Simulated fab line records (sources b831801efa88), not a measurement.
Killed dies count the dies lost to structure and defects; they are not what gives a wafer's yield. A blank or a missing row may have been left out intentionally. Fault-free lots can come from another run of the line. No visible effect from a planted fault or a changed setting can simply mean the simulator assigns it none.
fab line records	flow sky130
[record] lots = 5	wafers = 15	last-day = 49
route steps=708 shown SD_N@348 SD_P@359 RES_XHIGH@360 SALICIDE@361 LI_CONTACT@362
lots that met no fault: from a run of the same line without faults
start-h: start of the lot's first displayed wafer, in hours after the record's first day	wait-h: hours elapsed since this lot's preceding step	" unchanged from the row above	L1.1+2: a row that stands for several wafers	- no value, or no start was given	* or withheld: withheld	< > ~ a bound
route shown NAME@n: a module of which the file shows steps, and the number in the route of the first	usual: mean and standard deviation over wafers with no fault	same: alike in all rows	chamber/n: place in a boat	sites: each site's reading	_std_site: how widely they spread, as a standard deviation	_edge_site: mean of outer sites minus mean of inner sites	radius-mm: for every site, how far away it sits from the centre of the wafer	mask NAME#n: copy n	behind: the last tool/chamber to shape the wafer	hold: why the lot went on hold/how many hours it stayed there/how the hold came to an end	device: the n, p or np transistor that did not switch	end of line: at the end of the route, the tests of the same wafers	step lacking rows: just its recipe	killed: dies lost to structure and defects at the first sort, not the wafer's yield	map: a wafer's dies, marking killed ones x, the rest . and places with no die _
set.NAME: setting as actually run; set.NAME@STEP: the setting as run at that earlier step	model.NAME: the simulator's own value behind a step, which no gauge read
lots at selected steps of the route; one table per step, one row per wafer
services: a tool's chamber out of use, with start hour (start-h, from the record's first day; less than 0 if before it), hours out, and reason
[[steps]]
[step SKY_SD_N_DEVELOP_06]
[recipe] resist = NOVOLAK	developer = TMAH	develop-time-s = 60	dev-temp-c = 23
[usual] chill-plate-temp-C = 23.03/0.1
lot.wafer	tool	chamber	start-h	wait-h	chill-plate-temp-C
L074.3	litho-track-01	0	651.18	0.1	22.79
L074.4	"	0	"	"	22.95
L074.5	"	0	"	"	22.83
L076.1	litho-track-01	0	687.93	0.1	23.09
L076.2	"	0	"	"	23.00
L076.3	"	0	"	"	22.92
L080.3	litho-track-04	0	707.99	0.1	23.15
L080.4	"	0	"	"	23.03
L080.6	"	0	"	"	22.96
L089.1	litho-track-02	0	783.18	0.1	23.03
L089.2	"	0	"	"	22.92
L089.5	"	0	"	"	23.08
L091.1	litho-track-04	0	796.59	0.1	22.99
L091.4	"	0	"	"	23.01
L091.6	"	0	"	"	23.07
[step SKY_SD_N_CD_MEAS_07]
[recipe] target-cd-nm = 380
[usual] cd-nm = 380.1/2.9
lot.wafer	tool	chamber	start-h	wait-h	cd-nm
L074.3	cd-sem-01	-	651.32	0.1	379.3
L074.4	"	-	"	"	382.4
L074.5	"	-	"	"	382.8
L076.1	cd-sem-02	-	688.08	0.1	382.9
L076.2	"	-	"	"	381.1
L076.3	"	-	"	"	383.7
L080.3	cd-sem-02	-	708.13	0.1	374.3
L080.4	"	-	"	"	375.4
L080.6	"	-	"	"	374.9
L089.1	cd-sem-01	-	783.33	0.1	382.0
L089.2	"	-	"	"	382.0
L089.5	"	-	"	"	382.3
L091.1	cd-sem-02	-	796.74	0.1	377.4
L091.4	"	-	"	"	376.9
L091.6	"	-	"	"	377.1
[step SKY_SD_N_OVL_MEAS_08]
[usual] SD_N_OVL = -0.8/1.3
lot.wafer	tool	chamber	start-h	wait-h	SD_N_OVL[nm]
L074.3	overlay-01	-	651.41	0.1	-1.9
L074.4	"	-	"	"	-1.9
L074.5	"	-	"	"	-1.8
L076.1	overlay-01	-	688.20	0.1	-2.5
L076.2	"	-	"	"	-1.8
L076.3	"	-	"	"	-0.9
L080.3	overlay-01	-	708.22	0.1	1.4
L080.4	"	-	"	"	1.3
L080.6	"	-	"	"	1.5
L089.1	overlay-02	-	783.45	0.1	-1.3
L089.2	"	-	"	"	0.9
L089.5	"	-	"	"	-0.8
L091.1	overlay-01	-	796.86	0.1	-1.5
L091.4	"	-	"	"	-2.4
L091.6	"	-	"	"	-1.7
[step SKY_SD_N_IMPLANT_09]
[recipe] species = As	energy-kev = 50	dose-cm2 = 4e+15	tilt-deg = 0
lot.wafer	tool	chamber	start-h	wait-h
L074.3+4+5	implanter-01	0	651.49	0.1
L076.1+2+3	implanter-02	0	688.24	0.0
L080.3+4+6	implanter-01	0	708.30	0.1
L089.1+2+5	implanter-02	0	783.49	0.0
L091.1+4+6	implanter-01	0	796.90	0.0
[step SKY_SD_N_IMPLANT_10]
[recipe] species = P	energy-kev = 20	dose-cm2 = 1e+14	tilt-deg = 0
lot.wafer	tool	chamber	start-h	wait-h
L074.3+4+5	implanter-01	0	651.64	0.1
L076.1+2+3	implanter-02	0	688.39	0.1
L080.3+4+6	implanter-01	0	708.45	0.1
L089.1+2+5	implanter-02	0	783.64	0.1
L091.1+4+6	implanter-01	0	797.05	0.1
[step SKY_SD_N_STRIP_11]
[recipe] chemistry = O2/N2	power-w = 1400	pressure-mtorr = 1500	platen-temp-c = withheld	o2-flow-sccm = 3000	n2-flow-sccm = 300	overash-fraction = 0.5
[usual] chamber-pressure-mTorr = 1500.0/1.4	drypump-motor-current-A = 5.6/0.48	oes-product-au = 0.528/0.0042	strip-time-to-endpoint-s = 22.54/0.044
lot.wafer	tool	chamber	start-h	wait-h	chamber-pressure-mTorr	drypump-motor-current-A	oes-product-au	rf-hours-counter-h	strip-time-to-endpoint-s
L074.3	plasma-asher-03	0	651.77	0.1	1497.8	6.2	0.528	-	22.48
L074.4	"	1	"	"	1500.6	6.2	0.523	-	22.45
L074.5	"	0	"	"	1499.8	6.2	0.525	-	22.45
L076.1	plasma-asher-01	0	688.54	0.1	1499.3	5.7	0.534	90	22.65
L076.2	"	1	"	"	1498.5	5.3	0.526	90	22.60
L076.3	"	1	"	"	1497.6	5.3	0.529	-	22.62
L080.3	plasma-asher-04	0	708.58	0.1	1498.3	5.6	0.536	-	22.52
L080.4	"	1	"	"	1500.4	4.9	0.530	-	22.55
L080.6	"	1	"	"	1500.8	4.9	0.526	-	22.53
L089.1	plasma-asher-04	1	783.79	0.1	1500.1	4.9	0.524	35	22.44
L089.2	"	0	"	"	1500.3	5.6	0.533	35	22.45
L089.5	"	1	"	"	1500.5	4.9	0.530	-	22.45
L091.1	plasma-asher-04	1	797.20	0.1	1501.9	4.9	0.531	37	22.53
L091.4	"	0	"	"	1499.3	5.6	0.528	-	22.54
L091.6	"	0	"	"	1499.7	5.6	0.525	-	22.59
[step SKY_SD_N_TW_MEAS_12]
[usual] SD_N_TW = 3982/24
lot.wafer	tool	chamber	start-h	wait-h	SD_N_TW
L074.3	film-metro-04	-	651.86	0.1	4015
L074.4	"	-	"	"	4003
L074.5	"	-	"	"	4009
L076.1	film-metro-04	-	688.64	0.1	3994
L076.2	"	-	"	"	4020
L076.3	"	-	"	"	4011
L080.3	film-metro-04	-	708.67	0.1	3997
L080.4	"	-	"	"	3999
L080.6	"	-	"	"	3994
L089.1	film-metro-04	-	783.89	0.1	4002
L089.2	"	-	"	"	3983
L089.5	"	-	"	"	3989
L091.1	film-metro-02	-	797.30	0.1	3946
L091.4	"	-	"	"	3966
L091.6	"	-	"	"	3964
[step SKY_SD_N_CLEAN_13]
[recipe] chemistry = SC1/SC2	mix = 1:4:20	temp-c = 70	time-s = 150	dry = n2-spin
[same] time-s = 150
lot.wafer	tool	chamber	start-h	wait-h
L074.3+4+5	wet-bench-02	2	651.90	0.0
L076.1+2+3	wet-bench-02	1	688.70	0.1
L080.3+4+6	wet-bench-03	0	708.71	0.0
L089.1+2+5	wet-bench-03	1	783.95	0.1
L091.1+4+6	wet-bench-03	0	797.36	0.1
[step SKY_SD_N_RTA_14]
[recipe] temp-c = 1075	time-s = 2	idle-temp-c = 650	ramp-up-c-per-s = 150	ramp-down-c-per-s = 90	ambient = N2
[usual] lamp-power-pct = 15.73/0.054	wafer_temp_C_max = 1078.0/1.2
[same] time-s = 2
lot.wafer	tool	chamber	start-h	wait-h	lamp-power-pct	wafer_temp_C_max
L074.3	rtp-anneal-01	0	651.96	0.0	15.76	1077.0
L074.4	"	0	"	"	15.72	1078.0
L074.5	"	0	"	"	15.64	1077.3
L076.1	rtp-anneal-02	0	688.75	0.0	15.71	1077.8
L076.2	"	0	"	"	15.78	1078.6
L076.3	"	0	"	"	15.74	1077.8
L080.3	rtp-anneal-01	0	708.78	0.0	15.74	1078.9
L080.4	"	0	"	"	15.82	1080.1
L080.6	"	0	"	"	15.73	1077.2
L089.1	rtp-anneal-02	0	784.00	0.0	15.67	1077.1
L089.2	"	0	"	"	15.65	1077.9
L089.5	"	0	"	"	15.75	1078.5
L091.1	rtp-anneal-02	0	797.41	0.0	15.81	1076.5
L091.4	"	0	"	"	15.81	1079.2
L091.6	"	0	"	"	15.74	1076.9
[step SKY_SD_N_RS_MEAS_16]
[recipe] thk-meas-gauge = four-point-probe
[usual] SD_N_RS = 68.52/0.1
lot.wafer	tool	chamber	start-h	wait-h	SD_N_RS[ohm/sq]
L074.3	film-metro-01	-	652.16	0.1	68.48
L074.4	"	-	"	"	68.42
L074.5	"	-	"	"	68.45
L076.1	film-metro-01	-	688.92	0.1	68.44
L076.2	"	-	"	"	68.47
L076.3	"	-	"	"	68.44
L080.3	film-metro-02	-	708.97	0.1	68.60
L080.4	"	-	"	"	68.58
L080.6	"	-	"	"	68.53
L089.1	film-metro-02	-	784.17	0.1	68.53
L089.2	"	-	"	"	68.68
L089.5	"	-	"	"	68.58
L091.1	film-metro-02	-	797.58	0.1	68.77
L091.4	"	-	"	"	68.56
L091.6	"	-	"	"	68.76
[step SKY_SD_N_RS_MEAS_17]
[recipe] thk-meas-gauge = four-point-probe
[usual] SD_P_RS = 147.08/0.29
lot.wafer	tool	chamber	start-h	wait-h	SD_P_RS[ohm/sq]
L074.3	film-metro-01	-	652.28	0.1	146.70
L074.4	"	-	"	"	146.82
L074.5	"	-	"	"	146.68
L076.1	film-metro-01	-	689.04	0.1	147.30
L076.2	"	-	"	"	146.73
L076.3	"	-	"	"	146.89
L080.3	film-metro-02	-	709.09	0.1	146.94
L080.4	"	-	"	"	146.98
L080.6	"	-	"	"	147.12
L089.1	film-metro-02	-	784.29	0.1	147.17
L089.2	"	-	"	"	146.69
L089.5	"	-	"	"	146.88
L091.1	film-metro-02	-	797.70	0.1	146.98
L091.4	"	-	"	"	147.02
L091.6	"	-	"	"	147.11
[step SKY_SD_N_RS_MEAS_18]
[recipe] thk-meas-gauge = four-point-probe
[usual] RES_XHIGH_RS = 333.3/1.2
lot.wafer	tool	chamber	start-h	wait-h	RES_XHIGH_RS[ohm/sq]
L074.3	film-metro-01	-	652.40	0.1	334.2
L074.4	"	-	"	"	332.6
L074.5	"	-	"	"	334.1
L076.1	film-metro-01	-	689.16	0.1	334.7
L076.2	"	-	"	"	333.5
L076.3	"	-	"	"	334.5
L080.3	film-metro-02	-	709.21	0.1	331.6
L080.4	"	-	"	"	332.0
L080.6	"	-	"	"	331.5
L089.1	film-metro-02	-	784.41	0.1	332.2
L089.2	"	-	"	"	332.6
L089.5	"	-	"	"	331.5
L091.1	film-metro-02	-	797.82	0.1	334.6
L091.4	"	-	"	"	334.3
L091.6	"	-	"	"	334.2
[step SKY_SALICIDE_CLEAN_00]
[recipe] chemistry = HF-last	time-s = 30	dilution = 100:1	dry = ipa-marangoni
[same] time-s = 30
lot.wafer	tool	chamber	start-h	wait-h
L074.3+4+5	wet-bench-04	2	652.48	0.1
L076.1+2+3	wet-bench-01	2	689.28	0.1
L080.3+4+6	wet-bench-01	2	709.29	0.1
L089.1+2+5	wet-bench-02	2	784.54	0.1
L091.1+4+6	wet-bench-04	2	797.94	0.1
[step SKY_LI_CONTACT_HDPCVD_00]
[recipe] material = PSG	target-thk-nm = 930	sigma-open-frac = 0.3	time-s = 155	temp-c = 600	sih4-flow-sccm = 60	pressure-mtorr = 6
[same] time-s = 155
lot.wafer	tool	chamber	start-h	wait-h
L074.3+4+5	hdpcvd-01	2,0,2	652.50	0.0
L076.1+2+3	hdpcvd-02	0,1,2	689.30	0.0
L080.3+4+6	hdpcvd-02	2,1,0	709.31	0.0
L089.1+2+5	hdpcvd-01	2,1,1	784.58	0.0
L091.1+4+6	hdpcvd-02	1,0,1	797.96	0.0
[step SKY_LI_CONTACT_THK_MEAS_01]
[recipe] reads = PSG_of_LI_CONTACT_HDPCVD_00
[usual] LI_CONTACT_HDPCVD_THK = 928/11
lot.wafer	tool	chamber	start-h	wait-h	LI_CONTACT_HDPCVD_THK[nm]
L074.3	film-metro-04	-	652.62	0.1	908
L074.4	"	-	"	"	919
L074.5	"	-	"	"	918
L076.1	film-metro-02	-	689.40	0.1	913
L076.2	"	-	"	"	932
L076.3	"	-	"	"	910
L080.3	film-metro-04	-	709.43	0.1	937
L080.4	"	-	"	"	933
L080.6	"	-	"	"	938
L089.1	film-metro-04	-	784.69	0.1	928
L089.2	"	-	"	"	933
L089.5	"	-	"	"	933
L091.1	film-metro-01	-	798.06	0.1	911
L091.4	"	-	"	"	951
L091.6	"	-	"	"	934
[step SKY_LI_CONTACT_CMP_02]
[recipe] material = PSG	down-force-psi = 4	platen-rpm = 60	pad-velocity-m-s = 0.94248
[usual] motor-current-A = 11.9/1.1	slurry-filter-dp-kPa = 13.49/0.14	time-to-endpoint-s = 31.1/2.3
lot.wafer	tool	chamber	start-h	wait-h	motor-current-A	slurry-filter-dp-kPa	time-to-endpoint-s
L074.3	cmp-02	0	652.66	0.0	11.2	13.61	24.5
L074.4	"	1	"	"	11.9	13.33	29.6
L074.5	"	0	"	"	11.9	13.71	28.2
L076.2	cmp-02	3	689.46	0.0	12.0	13.53	32.6
L076.3	"	1	"	"	12.7	13.56	24.9
L076.1	"	2	"	"	12.6	13.44	29.1
L080.4	cmp-01	1	709.52	0.1	10.5	13.57	29.9
L080.3	"	3	"	"	12.3	13.69	27.5
L080.6	"	1	"	"	10.5	13.52	30.7
L089.2	cmp-01	3	784.85	0.1	12.1	13.48	32.3
L089.1	"	1	"	"	10.8	13.42	31.0
L089.5	"	3	"	"	10.9	13.65	27.4
L091.1	cmp-01	0	798.12	0.1	12.6	13.27	28.0
L091.4	"	1	"	"	11.1	13.47	34.2
L091.6	"	0	"	"	12.7	13.55	33.4
[step SKY_LI_CONTACT_BOW_MEAS_03]
[recipe] mode = bow
[usual] LI_CONTACT_BOW = 57/6.4
lot.wafer	tool	chamber	start-h	wait-h	LI_CONTACT_BOW[um]
L074.3	film-metro-04	-	653.00	0.3	53
L074.4	"	-	"	"	58
L074.5	"	-	"	"	64
L076.1	film-metro-04	-	689.76	0.1	46
L076.2	"	-	"	"	53
L076.3	"	-	"	"	52
L080.3	film-metro-04	-	709.81	0.1	58
L080.4	"	-	"	"	58
L080.6	"	-	"	"	56
L089.1	film-metro-02	-	785.10	0.1	60
L089.2	"	-	"	"	47
L089.5	"	-	"	"	54
L091.1	film-metro-01	-	798.42	0.2	56
L091.4	"	-	"	"	49
L091.6	"	-	"	"	52
[step SKY_LI_CONTACT_DEHYDRATE_04]
[recipe] temp-c = 200	time-s = 60
[usual] chill-plate-temp-C = 23.02/0.12
[same] time-s = 60
lot.wafer	tool	chamber	start-h	wait-h	chill-plate-temp-C
L074.3	litho-track-03	0	667.50	14.5	22.93
L074.4	"	0	"	"	22.95
L074.5	"	0	"	"	23.15
L076.1	litho-track-03	0	703.75	14.0	22.99
L076.2	"	0	"	"	22.96
L076.3	"	0	"	"	22.97
L080.3	litho-track-02	0	723.63	13.8	22.96
L080.4	"	0	"	"	22.85
L080.6	"	0	"	"	22.93
L089.1	litho-track-03	0	796.25	11.1	23.06
L089.2	"	0	"	"	23.12
L089.5	"	0	"	"	23.01
L091.1	litho-track-01	0	810.38	11.9	22.99
L091.4	"	0	"	"	23.06
L091.6	"	0	"	"	23.08
[step SKY_LI_CONTACT_HMDS_05]
[recipe] prime-time-s = 60	prime-temp-c = 120
[usual] chill-plate-temp-C = 23.00/0.11
lot.wafer	tool	chamber	start-h	wait-h	chill-plate-temp-C
L074.3	litho-track-03	0	667.65	0.1	23.00
L074.4	"	0	"	"	23.00
L074.5	"	0	"	"	23.06
L076.1	litho-track-03	0	703.90	0.1	22.85
L076.2	"	0	"	"	23.08
L076.3	"	0	"	"	23.01
L080.3	litho-track-02	0	723.78	0.1	23.06
L080.4	"	0	"	"	23.32
L080.6	"	0	"	"	23.17
L089.1	litho-track-03	0	796.40	0.1	23.09
L089.2	"	0	"	"	23.00
L089.5	"	0	"	"	23.05
L091.1	litho-track-01	0	810.53	0.1	22.92
L091.4	"	0	"	"	23.07
L091.6	"	0	"	"	23.11
[step SKY_LI_CONTACT_COAT_06]
[recipe] resist = BARC	temp-c = withheld	time-s = withheld	spin-rpm = 3000	resist-thk-nm = 60
[usual] chill-plate-temp-C = *	dispense-pressure-kPa = 49/4.5
lot.wafer	tool	chamber	start-h	wait-h	chill-plate-temp-C	dispense-pressure-kPa
L074.3	litho-track-03	0	667.80	0.1	*	45
L074.4	"	0	"	"	*	45
L074.5	"	0	"	"	*	45
L076.1	litho-track-03	0	704.05	0.1	*	45
L076.2	"	0	"	"	*	45
L076.3	"	0	"	"	*	45
L080.3	litho-track-02	0	723.93	0.1	*	49
L080.4	"	0	"	"	*	49
L080.6	"	0	"	"	*	49
L089.1	litho-track-03	0	796.55	0.1	*	45
L089.2	"	0	"	"	*	45
L089.5	"	0	"	"	*	45
L091.1	litho-track-01	0	810.68	0.1	*	57
L091.4	"	0	"	"	*	57
L091.6	"	0	"	"	*	57
[step SKY_LI_CONTACT_COAT_07]
[recipe] resist = KrF-thick	spin-rpm = 3000	resist-thk-nm = 450
[usual] chill-plate-temp-C = 22.98/0.12	dispense-pressure-kPa = 49/4.5
lot.wafer	tool	chamber	start-h	wait-h	chill-plate-temp-C	dispense-pressure-kPa
L074.3	litho-track-03	0	-	-	22.97	45
L074.4	"	0	"	"	22.99	45
L074.5	"	0	"	"	23.02	45
L076.1	litho-track-03	0	-	-	22.89	45
L076.2	"	0	"	"	23.01	45
L076.3	"	0	"	"	22.90	45
L080.3	litho-track-02	0	-	-	23.05	49
L080.4	"	0	"	"	23.00	49
L080.6	"	0	"	"	23.06	49
L089.1	litho-track-03	0	-	-	22.99	45
L089.2	"	0	"	"	22.99	45
L089.5	"	0	"	"	23.02	45
L091.1	litho-track-01	0	-	-	23.07	57
L091.4	"	0	"	"	23.00	57
L091.6	"	0	"	"	23.12	57
[step SKY_LI_CONTACT_SOFTBAKE_08]
[recipe] temp-c = 100	time-s = 90	resist = KrF-thick
[usual] chill-plate-temp-C = 23.01/0.11
[same] time-s = 90
lot.wafer	tool	chamber	start-h	wait-h	chill-plate-temp-C
L074.3	litho-track-03	0	-	-	23.12
L074.4	"	0	"	"	23.07
L074.5	"	0	"	"	23.04
L076.1	litho-track-03	0	-	-	22.81
L076.2	"	0	"	"	22.90
L076.3	"	0	"	"	22.88
L080.3	litho-track-02	0	-	-	23.01
L080.4	"	0	"	"	22.78
L080.6	"	0	"	"	22.98
L089.1	litho-track-03	0	-	-	22.99
L089.2	"	0	"	"	22.96
L089.5	"	0	"	"	22.94
L091.1	litho-track-01	0	-	-	23.14
L091.4	"	0	"	"	23.05
L091.6	"	0	"	"	23.11
[step SKY_LI_CONTACT_EXPOSE_09]
[recipe] mask-id = LICM1	na = 0.8	source-shape = annular	sigma-inner = 0.55	sigma-outer = 0.85	target-cd-nm = 170	dose-mj = 38
lot.wafer	tool	chamber	start-h	wait-h	mask
L074.3+4+5	krf-scanner-01	0	-	-	LICM1#0
L076.1+2+3	krf-scanner-01	0	-	-	LICM1#0
L080.3+4+6	krf-scanner-02	0	-	-	LICM1#0
L089.1+2+5	krf-scanner-02	0	-	-	LICM1#0
L091.1+4+6	krf-scanner-02	0	-	-	LICM1#0
[step SKY_LI_CONTACT_PEB_10]
[recipe] peb-temp-c = withheld	peb-time-s = withheld	resist = KrF-thick
[usual] chill-plate-temp-C = *
lot.wafer	tool	chamber	start-h	wait-h	chill-plate-temp-C
L074.3	litho-track-01	0	-	-	*
L074.4	"	0	"	"	*
L074.5	"	0	"	"	*
L076.1	litho-track-03	0	-	-	*
L076.2	"	0	"	"	*
L076.3	"	0	"	"	*
L080.3	litho-track-02	0	-	-	*
L080.4	"	0	"	"	*
L080.6	"	0	"	"	*
L089.1	litho-track-02	0	-	-	*
L089.2	"	0	"	"	*
L089.5	"	0	"	"	*
L091.1	litho-track-01	0	-	-	*
L091.4	"	0	"	"	*
L091.6	"	0	"	"	*
[step SKY_LI_CONTACT_DEVELOP_11]
[recipe] develop-time-s = 60	resist = KrF-thick	dev-temp-c = 21
[usual] chill-plate-temp-C = 23.00/0.1
lot.wafer	tool	chamber	start-h	wait-h	chill-plate-temp-C
L074.3	litho-track-01	0	-	-	23.07
L074.4	"	0	"	"	23.05
L074.5	"	0	"	"	23.10
L076.1	litho-track-03	0	-	-	23.14
L076.2	"	0	"	"	23.10
L076.3	"	0	"	"	23.10
L080.3	litho-track-02	0	-	-	23.00
L080.4	"	0	"	"	23.09
L080.6	"	0	"	"	22.97
L089.1	litho-track-02	0	-	-	23.11
L089.2	"	0	"	"	22.91
L089.5	"	0	"	"	22.96
L091.1	litho-track-01	0	-	-	23.04
L091.4	"	0	"	"	22.68
L091.6	"	0	"	"	23.07
[step SKY_LI_CONTACT_CD_MEAS_12]
[recipe] target-cd-nm = 170
[usual] cd-nm = 169.6/1.4
lot.wafer	tool	chamber	start-h	wait-h	cd-nm
L074.3	cd-sem-01	-	681.87	-	166.2
L074.4	"	-	"	"	168.1
L074.5	"	-	"	"	167.7
L076.1	cd-sem-02	-	718.45	-	170.4
L076.2	"	-	"	"	172.1
L076.3	"	-	"	"	171.4
L080.3	cd-sem-01	-	738.27	-	168.7
L080.4	"	-	"	"	168.4
L080.6	"	-	"	"	168.9
L089.1	cd-sem-02	-	809.33	-	168.3
L089.2	"	-	"	"	168.2
L089.5	"	-	"	"	169.2
L091.1	cd-sem-02	-	822.58	-	170.0
L091.4	"	-	"	"	171.9
L091.6	"	-	"	"	170.9
[step SKY_LI_CONTACT_OVL_MEAS_13]
[usual] LI_CONTACT_OVL = 0/5.6
lot.wafer	tool	chamber	start-h	wait-h	LI_CONTACT_OVL[nm]
L074.3	overlay-01	-	681.96	0.1	-5
L074.4	"	-	"	"	-2
L074.5	"	-	"	"	4
L076.1	overlay-01	-	718.57	0.1	-6
L076.2	"	-	"	"	-8
L076.3	"	-	"	"	-7
L080.3	overlay-02	-	738.37	0.1	-5
L080.4	"	-	"	"	3
L080.6	"	-	"	"	-2
L089.1	overlay-01	-	809.45	0.1	-4
L089.2	"	-	"	"	4
L089.5	"	-	"	"	2
L091.1	overlay-02	-	822.70	0.1	-6
L091.4	"	-	"	"	-2
L091.6	"	-	"	"	2
[step SKY_LI_CONTACT_ETCH_14]
[recipe] chemistry = N2/H2	target = BARC	ion-energy-ev = 200	source-w = 500	bias-w = 100	pressure-mtorr = 30	n2-flow-sccm = 100	h2-flow-sccm = 200	stop-on = SiO2	time-s = 45.9	target-depth-a = 600
[usual] chamber-pressure-mTorr = 30.000/0.028	drypump-motor-current-A = 5.8/0.43	oes-product-au = 0.855/0.0047	throttle-valve-pct = 13.225/0.0095
[same] time-s = 45.9
lot.wafer	tool	chamber	start-h	wait-h	chamber-pressure-mTorr	drypump-motor-current-A	oes-product-au	rf-hours-counter-h	throttle-valve-pct
L074.3	rie-diel-04	2	681.99	0.0	30.001	5.7	0.856	10	13.230
L074.4	"	3	"	"	30.034	5.5	0.858	1	13.224
L074.5	"	2	"	"	30.033	5.7	0.854	-	13.232
L076.1	rie-diel-04	3	718.60	0.0	30.010	5.5	0.859	1	13.229
L076.2	"	0	"	"	30.014	5.5	0.853	9	13.228
L076.3	"	1	"	"	30.011	5.1	0.849	18	13.205
L080.3	rie-diel-02	0	738.39	0.0	29.987	6.2	0.855	8	13.228
L080.4	"	3	"	"	30.067	6.4	0.859	9	13.239
L080.6	"	1	"	"	30.031	5.3	0.852	-	13.205
L089.1	rie-diel-03	0	809.49	0.0	29.960	5.4	0.856	11	13.226
L089.2	"	2	"	"	30.028	5.7	0.851	2	13.220
L089.5	"	0	"	"	30.053	5.4	0.860	-	13.239
L091.1	rie-diel-04	0	822.74	0.0	29.948	5.5	0.859	11	13.223
L091.4	"	3	"	"	30.033	5.5	0.850	3	13.223
L091.6	"	0	"	"	30.010	5.5	0.859	-	13.230
[step SKY_LI_CONTACT_ETCH_15]
[recipe] target = PSG	chemistry = C4F8/O2/Ar	stop-on = Si	taper-deg = 4.15	mask-material = KrF-thick	source-w = 1500	bias-w = 1200	pressure-mtorr = 40	c4f8-flow-sccm = withheld	O2_flow_sccm = 6	Ar_flow_sccm = 300	time-s = withheld	target-depth-a = 6000
[usual] chamber-pressure-mTorr = 40.00/0.036	oes-product-au = 0.837/0.0045
lot.wafer	tool	chamber	start-h	wait-h	chamber-pressure-mTorr	oes-product-au
L074.3	rie-diel-04	2	682.03	0.0	39.98	0.841
L074.4	"	3	"	"	40.03	0.826
L074.5	"	2	"	"	39.97	0.836
L076.1	rie-diel-04	3	718.64	0.0	39.99	0.832
L076.2	"	0	"	"	40.04	0.830
L076.3	"	1	"	"	40.03	0.836
L080.3	rie-diel-02	0	738.43	0.0	40.03	0.846
L080.4	"	3	"	"	39.93	0.830
L080.6	"	1	"	"	40.00	0.836
L089.1	rie-diel-03	0	809.53	0.0	40.04	0.829
L089.2	"	2	"	"	40.01	0.843
L089.5	"	0	"	"	39.95	0.839
L091.1	rie-diel-04	0	822.78	0.0	39.99	0.840
L091.4	"	3	"	"	40.07	0.834
L091.6	"	0	"	"	39.93	0.830
[step SKY_LI_CONTACT_STRIP_16]
[recipe] chemistry = O2/N2	power-w = 1400	pressure-mtorr = 1500	platen-temp-c = withheld	o2-flow-sccm = 3000	n2-flow-sccm = 300	overash-fraction = 0.5
[usual] chamber-pressure-mTorr = 1500.2/1.4	drypump-motor-current-A = 5.6/0.34	oes-product-au = 0.376/0.0052	strip-time-to-endpoint-s = 3.49/0.051
lot.wafer	tool	chamber	start-h	wait-h	chamber-pressure-mTorr	drypump-motor-current-A	oes-product-au	rf-hours-counter-h	strip-time-to-endpoint-s
L074.3	plasma-asher-04	0	682.15	-	1502.3	5.6	0.376	-	3.43
L074.4	"	1	"	"	1503.9	4.9	0.376	-	3.50
L074.5	"	1	"	"	1500.4	4.9	0.379	-	3.43
L076.1	plasma-asher-01	0	718.73	-	1501.6	5.7	0.373	93	3.52
L076.2	"	1	"	"	1502.6	5.3	0.387	93	3.55
L076.3	"	1	"	"	1500.5	5.3	0.375	-	3.50
L080.3	plasma-asher-04	0	738.55	-	1500.3	5.6	0.374	-	3.46
L080.4	"	1	"	"	1497.9	4.9	0.366	-	3.51
L080.6	"	0	"	"	1500.5	5.6	0.365	-	3.47
L089.1	plasma-asher-02	0	809.62	-	1502.5	5.8	0.379	6	3.52
L089.2	"	1	"	"	1499.6	6.0	0.375	6	3.51
L089.5	"	0	"	"	1498.4	5.8	0.382	-	3.52
L091.1	plasma-asher-04	0	822.86	-	1499.5	5.6	0.373	39	3.60
L091.4	"	1	"	"	1497.2	4.9	0.377	-	3.50
L091.6	"	0	"	"	1498.1	5.6	0.379	-	3.59
[step SKY_LI_CONTACT_CLEAN_17]
[recipe] chemistry = NMP	time-s = 600	temp-c = 60	dry = n2-spin
[same] time-s = 600
lot.wafer	tool	chamber	start-h	wait-h
L074.3+4+5	wet-bench-03	2	682.21	0.0
L076.1+2+3	wet-bench-01	3	718.83	0.1
L080.3+4+6	wet-bench-03	3	738.62	0.0
L089.1+2+5	wet-bench-01	1	809.72	0.1
L091.1+4+6	wet-bench-01	1	822.96	0.1
[step SKY_LI_CONTACT_PRE_CLEAN_18]
[recipe] gas = Ar	time-s = 5.6	bias-v = 358
[same] time-s = 5.6
lot.wafer	tool	chamber	start-h	wait-h
L074.3+4+5	pvd-sputter-01	-	682.39	0.0
L076.1+2+3	pvd-sputter-03	-	719.02	0.0
L080.3+4+6	pvd-sputter-03	-	738.79	0.0
L089.1+2+5	pvd-sputter-01	-	809.89	0.0
L091.1+4+6	pvd-sputter-01	-	823.14	0.0
[step SKY_LI_CONTACT_SPUTTER_19]
[recipe] material = Ti	target-thk-nm = 20	chamber-pressure-pa = 5	power-w = 2500	substrate-temp-c = 200	time-s = 106.37
[usual] chamber-pressure-pa = 5.000/0.01	throttle-valve-pct = 30.0/1.2
[same] time-s = 106.37
lot.wafer	tool	chamber	start-h	wait-h	chamber-pressure-pa	throttle-valve-pct
L074.3	pvd-sputter-01	-	682.41	0.0	5.007	28.8
L074.4	"	-	"	"	4.997	31.1
L074.5	"	-	"	"	5.011	29.0
L076.1	pvd-sputter-03	-	719.04	0.0	4.992	30.3
L076.2	"	-	"	"	5.005	28.1
L076.3	"	-	"	"	5.000	28.8
L080.3	pvd-sputter-03	-	738.81	0.0	4.994	28.6
L080.4	"	-	"	"	5.029	30.6
L080.6	"	-	"	"	5.018	28.2
L089.1	pvd-sputter-01	-	809.91	0.0	4.990	28.4
L089.2	"	-	"	"	5.003	31.5
L089.5	"	-	"	"	4.997	28.5
L091.1	pvd-sputter-01	-	823.16	0.0	4.991	31.2
L091.4	"	-	"	"	4.990	29.0
L091.6	"	-	"	"	5.005	29.0
[[services]]
tool	chamber	start-h	hours	kind
plasma-asher-04	-	630.75	2.6	repair
cmp-01	-	639.63	0.6	repair
pvd-sputter-03	-	646.84	8.8	repair
hdpcvd-02	-	650.75	15.0	pm
krf-scanner-02	-	657.52	1.3	pm
pvd-sputter-01	-	657.85	9.9	repair
krf-scanner-02	-	671.34	4.0	pm
implanter-01	-	690.48	2.1	repair
implanter-02	-	694.48	9.8	pm
rie-diel-04	0	700.77	4.4	repair
krf-scanner-02	-	702.43	1.0	pm
implanter-02	-	704.31	4.6	pm
krf-scanner-02	-	713.39	1.7	repair
cmp-01	-	724.66	0.9	repair
krf-scanner-02	-	729.42	1.1	repair
pvd-sputter-03	-	737.05	1.4	repair
implanter-02	-	752.31	5.7	repair
pvd-sputter-03	-	762.75	4.0	repair
krf-scanner-02	-	773.50	0.8	pm
implanter-01	-	773.72	3.8	pm
pvd-sputter-03	-	783.32	1.8	repair
pvd-sputter-01	-	783.51	7.0	repair
implanter-02	-	786.18	4.3	pm
implanter-01	-	819.75	5.0	repair
[[key]]
fault none
